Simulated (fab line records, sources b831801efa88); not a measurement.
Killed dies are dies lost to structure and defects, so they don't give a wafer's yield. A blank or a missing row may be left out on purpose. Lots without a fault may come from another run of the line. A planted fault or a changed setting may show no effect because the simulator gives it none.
fab line records | flow sky130 | part 2 of 2: steps 23 to 31 of 31
record lots=5 wafers=15 last_day=48
route steps=708 shown VT_ADJUST_HVTP@88 VT_ADJUST_LVTN@97
lots that met no fault: from a run of the same line without faults
start_h: hours from the record's first day to the start of the lot's first wafer shown | wait_h: hours since the lot's step before | " the same as in the row above | L1.1+2: a row that stands for several wafers | - no value, or no start given | * or withheld: withheld | < > ~ a bound
route shown NAME@n: a module of which the file shows steps, and the number in the route of the first | usual: mean/standard deviation of fault-free wafers | same: alike in all rows | chamber/n: place in a boat | sites: the reading at each site | _std_site: their standard deviation | _edge_site: outer sites' mean less inner sites' | radius_mm: how far each site lies from the wafer's centre | mask NAME#n: copy n | behind: the tool/chamber that last shaped the wafer | hold: why the lot was held/for how many hours/how that ended | device: the transistor (n, p or np) that didn't switch | end of line: the same wafers' tests at the end of the route | a step without rows: its recipe alone | killed: dies lost to structure and defects at the first sort, not the wafer's yield | map: a wafer's dies, x killed, . not, _ none there
set.NAME: the setting as run; set.NAME@STEP: as run at that earlier step | model.NAME: the simulator's own value behind a step, which no gauge read
lots at some steps of the route; a table a step, a row a wafer
services: from which hour (start_h, from the record's first day; less than 0 if before it) a tool's chamber was out of use, for how many hours, and why
## steps
# step SKY_VT_ADJUST_LVTN_COAT_13
# recipe resist=NOVOLAK spin_rpm=3000 resist_thk_nm=1140
# usual exhaust_pa=45.0/0.85 spin_speed_rpm=2999.9/2.3
# columns lot.wafer tool chamber start_h wait_h exhaust_pa spin_speed_rpm
L075.1 litho_track-01 0 152.56 0.1 44.9 3002.1
L075.2 " 0 " " 45.3 3000.9
L075.6 " 0 " " 44.4 2999.3
L076.1 litho_track-04 0 160.90 0.1 43.6 3005.7
L076.2 " 0 " " 45.2 2999.7
L076.4 " 0 " " 44.3 3001.9
L087.1 litho_track-03 0 240.18 0.1 43.9 3000.8
L087.2 " 0 " " 45.4 3000.0
L087.3 " 0 " " 45.4 2998.4
L089.2 litho_track-03 0 254.86 0.1 46.3 3004.2
L089.3 " 0 " " 46.1 3000.3
L089.4 " 0 " " 46.1 3001.6
L091.2 litho_track-03 0 265.86 0.1 44.3 2998.2
L091.3 " 0 " " 46.9 2995.3
L091.5 " 0 " " 45.4 3000.8
# step SKY_VT_ADJUST_LVTN_SOFTBAKE_14
# recipe temp_c=90 time_s=60 resist=NOVOLAK
# usual exhaust_pa=44.9/0.93
# columns lot.wafer tool chamber start_h wait_h exhaust_pa
L075.1 litho_track-01 0 152.71 0.1 43.5
L075.2 " 0 " " 42.4
L075.6 " 0 " " 43.0
L076.1 litho_track-04 0 161.05 0.1 44.5
L076.2 " 0 " " 45.4
L076.4 " 0 " " 45.3
L087.1 litho_track-03 0 240.33 0.1 45.3
L087.2 " 0 " " 45.3
L087.3 " 0 " " 44.3
L089.2 litho_track-03 0 255.01 0.1 43.9
L089.3 " 0 " " 43.9
L089.4 " 0 " " 43.3
L091.2 litho_track-03 0 266.01 0.1 43.5
L091.3 " 0 " " 44.6
L091.5 " 0 " " 43.8
# step SKY_VT_ADJUST_LVTN_EXPOSE_15
# recipe mask_id=HVN_STD_DERIVED na=0.6 source_shape=conventional sigma_outer=0.6 polarization=unpolarized target_cd_nm=600 dose_mj=163
# usual focus_offset_nm=0.0/0.48 reticle_temp_C=22.99/0.11 stage_vel_mm_s=499.98/0.23
# columns lot.wafer tool chamber start_h wait_h mask focus_offset_nm reticle_temp_C stage_vel_mm_s
L075.1 iline_stepper-01 0 - - HVN_STD_DERIVED#0 -0.2 22.98 500.19
L075.2 " 0 " " HVN_STD_DERIVED#0 0.3 23.11 500.18
L075.6 " 0 " " HVN_STD_DERIVED#0 0.1 22.95 500.39
L076.1 iline_stepper-02 0 - - HVN_STD_DERIVED#0 0.1 22.96 500.05
L076.2 " 0 " " HVN_STD_DERIVED#0 -0.9 22.85 500.17
L076.4 " 0 " " HVN_STD_DERIVED#0 0.1 22.89 500.12
L087.1 iline_stepper-01 0 - - HVN_STD_DERIVED#0 -0.7 23.01 500.12
L087.2 " 0 " " HVN_STD_DERIVED#0 -0.1 22.99 499.93
L087.3 " 0 " " HVN_STD_DERIVED#0 -0.5 22.99 499.90
L089.2 iline_stepper-01 0 - - HVN_STD_DERIVED#0 0.4 22.91 499.65
L089.3 " 0 " " HVN_STD_DERIVED#0 0.0 22.90 499.52
L089.4 " 0 " " HVN_STD_DERIVED#0 0.3 22.83 499.76
L091.2 iline_stepper-02 0 - - HVN_STD_DERIVED#0 -0.1 22.71 499.87
L091.3 " 0 " " HVN_STD_DERIVED#0 0.3 22.94 499.90
L091.5 " 0 " " HVN_STD_DERIVED#0 0.4 22.91 500.01
# step SKY_VT_ADJUST_LVTN_PEB_16
# recipe temp_c=withheld time_s=* resist=NOVOLAK
# usual exhaust_pa=44.8/0.91
# columns lot.wafer tool chamber start_h wait_h exhaust_pa
L075.1 litho_track-03 0 - - 42.7
L075.2 " 0 " " 43.4
L075.6 " 0 " " 44.4
L076.1 litho_track-04 0 - - 44.3
L076.2 " 0 " " 45.1
L076.4 " 0 " " 45.0
L087.1 litho_track-03 0 - - 44.6
L087.2 " 0 " " 46.3
L087.3 " 0 " " 45.7
L089.2 litho_track-01 0 - - 46.2
L089.3 " 0 " " 45.1
L089.4 " 0 " " 45.2
L091.2 litho_track-04 0 - - 45.9
L091.3 " 0 " " 45.6
L091.5 " 0 " " 45.8
# step SKY_VT_ADJUST_LVTN_DEVELOP_17
# recipe resist=NOVOLAK developer=TMAH develop_time_s=60 dev_temp_c=23
# usual exhaust_pa=45.1/0.8
# columns lot.wafer tool chamber start_h wait_h exhaust_pa
L075.1 litho_track-03 0 162.83 0.1 44.1
L075.2 " 0 " " 45.0
L075.6 " 0 " " 44.5
L076.1 litho_track-04 0 170.70 0.1 44.5
L076.2 " 0 " " 43.0
L076.4 " 0 " " 45.5
L087.1 litho_track-03 0 251.83 0.1 45.4
L087.2 " 0 " " 45.5
L087.3 " 0 " " 45.4
L089.2 litho_track-01 0 266.28 0.1 44.6
L089.3 " 0 " " 46.0
L089.4 " 0 " " 44.5
L091.2 litho_track-04 0 277.88 0.1 44.2
L091.3 " 0 " " 44.5
L091.5 " 0 " " 44.3
# step SKY_VT_ADJUST_LVTN_OVL_MEAS_18
# usual VT_ADJUST_LVTN_01_OVL=0.5/1.5
# columns lot.wafer tool chamber start_h wait_h VT_ADJUST_LVTN_01_OVL[nm]
L075.1 overlay-02 - 162.98 0.1 -1.6
L075.2 " - " " -0.5
L075.6 " - " " -0.5
L076.1 overlay-02 - 170.85 0.1 0.0
L076.2 " - " " 0.5
L076.4 " - " " 1.1
L087.1 overlay-02 - 251.98 0.1 1.2
L087.2 " - " " -1.1
L087.3 " - " " 1.8
L089.2 overlay-02 - 266.42 0.1 -1.6
L089.3 " - " " -3.3
L089.4 " - " " -3.6
L091.2 overlay-02 - 278.01 0.1 0.8
L091.3 " - " " -1.3
L091.5 " - " " 1.2
# step SKY_VT_ADJUST_LVTN_IMPLANT_19
# recipe species=B energy_kev=30 dose_cm2=6.5e+11 tilt_deg=withheld
# usual beam_on_s=9.99/0.22 faraday_current_uA=3.67/0.079
# columns lot.wafer tool chamber start_h wait_h beam_on_s faraday_current_uA
L075.1 implanter-02 0 163.02 0.0 9.77 3.77
L075.2 " 0 " " 9.80 3.73
L075.6 " 0 " " 10.27 3.57
L076.1 implanter-04 0 170.89 0.0 10.18 3.60
L076.2 " 0 " " 10.21 3.59
L076.4 " 0 " " 9.82 3.72
L087.1 implanter-04 0 252.02 0.0 10.02 3.66
L087.2 " 0 " " 10.26 3.56
L087.3 " 0 " " 9.62 3.81
L089.2 implanter-03 0 266.47 0.0 10.21 3.60
L089.3 " 0 " " 10.26 3.58
L089.4 " 0 " " 9.97 3.66
L091.2 implanter-04 0 278.06 0.0 10.08 3.65
L091.3 " 0 " " 9.79 3.75
L091.5 " 0 " " 10.13 3.62
# step SKY_VT_ADJUST_LVTN_STRIP_20
# recipe chemistry=O2/N2 power_w=1400 pressure_mtorr=1500 platen_temp_c=withheld o2_flow_sccm=3000 n2_flow_sccm=300 overash_fraction=0.5
# usual drypump_motor_current_A=6.1/0.49 oes_product_au=0.715/0.0043 strip_time_to_endpoint_s=14.17/0.039
# columns lot.wafer tool chamber start_h wait_h drypump_motor_current_A oes_product_au rf_hours_counter_h strip_time_to_endpoint_s
L075.1 plasma_asher-01 0 163.17 0.1 5.9 0.713 35 14.10
L075.2 " 1 " " 5.7 0.716 35 14.13
L075.6 " 1 " " 5.7 0.720 - 14.13
L076.1 plasma_asher-01 0 171.04 0.1 5.9 0.712 35 14.16
L076.2 " 1 " " 5.7 0.718 35 14.11
L076.4 " 0 " " 5.9 0.713 - 14.20
L087.1 plasma_asher-04 1 252.17 0.1 5.4 0.719 56 14.25
L087.2 " 0 " " 6.1 0.715 56 14.21
L087.3 " 0 " " 6.1 0.716 - 14.18
L089.2 plasma_asher-03 0 266.60 0.1 6.8 0.708 13 14.15
L089.3 " 0 " " 6.7 0.713 - 14.18
L089.4 " 1 " " 6.7 0.714 - 14.18
L091.2 plasma_asher-01 1 278.19 0.1 5.7 0.722 46 14.18
L091.3 " 0 " " 6.0 0.712 - 14.24
L091.5 " 1 " " 5.7 0.719 - 14.19
# step SKY_VT_ADJUST_LVTN_TW_MEAS_21
# usual VT_ADJUST_LVTN_2_TW=187.9/1.5
# columns lot.wafer tool chamber start_h wait_h VT_ADJUST_LVTN_2_TW
L075.1 film_metro-04 - 163.27 0.1 190.4
L075.2 " - " " 190.5
L075.6 " - " " 190.5
L076.1 film_metro-03 - 171.14 0.1 187.8
L076.2 " - " " 188.1
L076.4 " - " " 187.8
L087.1 film_metro-01 - 252.27 0.1 186.2
L087.2 " - " " 185.8
L087.3 " - " " 187.5
L089.2 film_metro-04 - 266.71 0.1 188.5
L089.3 " - " " 188.7
L089.4 " - " " 188.6
L091.2 film_metro-03 - 278.30 0.1 186.8
L091.3 " - " " 186.3
L091.5 " - " " 187.5
## services
# columns tool chamber start_h hours kind
plasma_asher-03 - 108.75 9.0 pm
plasma_asher-03 0 108.75 9.0 vent_cycle
iline_stepper-01 - 125.23 1.7 pm
implanter-03 - 125.51 5.1 repair
implanter-03 - 134.51 3.3 repair
plasma_asher-03 - 142.71 2.8 pm
implanter-01 - 166.24 2.0 repair
implanter-04 - 172.91 1.5 repair
plasma_asher-01 - 178.96 1.7 repair
iline_stepper-02 - 181.21 1.7 pm
implanter-04 - 187.95 8.0 pm
plasma_asher-03 - 196.38 14.1 repair
plasma_asher-04 - 196.77 1.2 repair
plasma_asher-03 - 202.63 1.5 repair
implanter-02 - 213.48 4.4 pm
implanter-03 - 226.03 3.3 pm
iline_stepper-01 - 235.22 4.4 pm
iline_stepper-01 - 245.77 2.1 pm
iline_stepper-01 - 247.85 - consumable_replace:lamp
implanter-03 - 251.61 1.3 repair
implanter-02 - 252.47 2.7 repair
plasma_asher-03 - 270.50 0.3 repair
implanter-04 - 273.62 1.1 repair
implanter-01 - 273.97 4.7 repair
